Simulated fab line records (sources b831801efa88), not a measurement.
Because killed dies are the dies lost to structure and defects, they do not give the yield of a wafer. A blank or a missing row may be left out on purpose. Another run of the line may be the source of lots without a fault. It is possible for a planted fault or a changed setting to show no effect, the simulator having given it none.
The tool behind it: which one? / flow gf180mcu / 12 lots (36 wafers sampled), 1 step of a 602-step route

== WHAT THE GAUGES SHOWED, per wafer ==
GF_CONTACT_BOW_MEAS_05.
lot=L568; measured=day 15 05:37; on=filmMetro-03; CONTACT_BOW (um)=73 70 70
lot=L569; measured=day 15 17:18; on=filmMetro-04; CONTACT_BOW (um)=65 76 73
lot=L571; measured=day 16 05:27; on=filmMetro-04; CONTACT_BOW (um)=62 60 71
lot=L574; measured=day 17 23:47; on=filmMetro-01; CONTACT_BOW (um)=56 72 71
lot=L575; measured=day 18 03:59; on=filmMetro-01; CONTACT_BOW (um)=67 56 67
lot=L578; measured=day 19 09:00; on=filmMetro-03; CONTACT_BOW (um)=68 69 77
lot=L577; measured=day 19 12:01; on=filmMetro-01; CONTACT_BOW (um)=68 65 69
lot=L581; measured=day 20 10:39; on=filmMetro-04; CONTACT_BOW (um)=75 72 71
lot=L582; measured=day 20 11:17; on=filmMetro-01; CONTACT_BOW (um)=61 71 70
lot=L584; measured=day 21 01:32; on=filmMetro-03; CONTACT_BOW (um)=69 61 69
lot=L587; measured=day 22 13:50; on=filmMetro-01; CONTACT_BOW (um)=52 57 76
lot=L590; measured=day 23 22:55; on=filmMetro-01; CONTACT_BOW (um)=63 60 62

== WHAT TOOL EACH LOT RAN ON (gives the tool, then ch and the chambers of the sampled wafers, and finally the start) ==
Before these readings, the record contains no process step.

== AS READ BY THE TOOLS THEMSELVES (means over the sampled wafers that have a number; for cases with no such wafer, the mark the record gives instead) ==
The record holds no such reading with a usual standard deviation.

== THE ANSWER, worked out from the rows above alone ==
Rule: the lots themselves supply what counts as usual. Put in order of their means at a reading, lots are off if they are a third of the lots or fewer, leave a main group of 4 or more, and stand apart from it by a gap of 3 or more times the standard deviation of the main group's means; of several such gaps the widest counts. Not used: any main group whose means are identical at the precision the tables above print for the reading. A lot without any number at a reading at which 4 lots or more have one is off too. The other lots that the step has rows for count as sound. After the gauges, taken in route order, come the tools' own readings; for these a lot's mean is taken, as printed above. The first step at which some lot is off is used, and at that step the reading that is off furthest; a lot without a number counts as furthest.
None of the lots is off at any reading shown; this tells nothing.

== WHAT THE SIMULATOR HAD INSERTED ==
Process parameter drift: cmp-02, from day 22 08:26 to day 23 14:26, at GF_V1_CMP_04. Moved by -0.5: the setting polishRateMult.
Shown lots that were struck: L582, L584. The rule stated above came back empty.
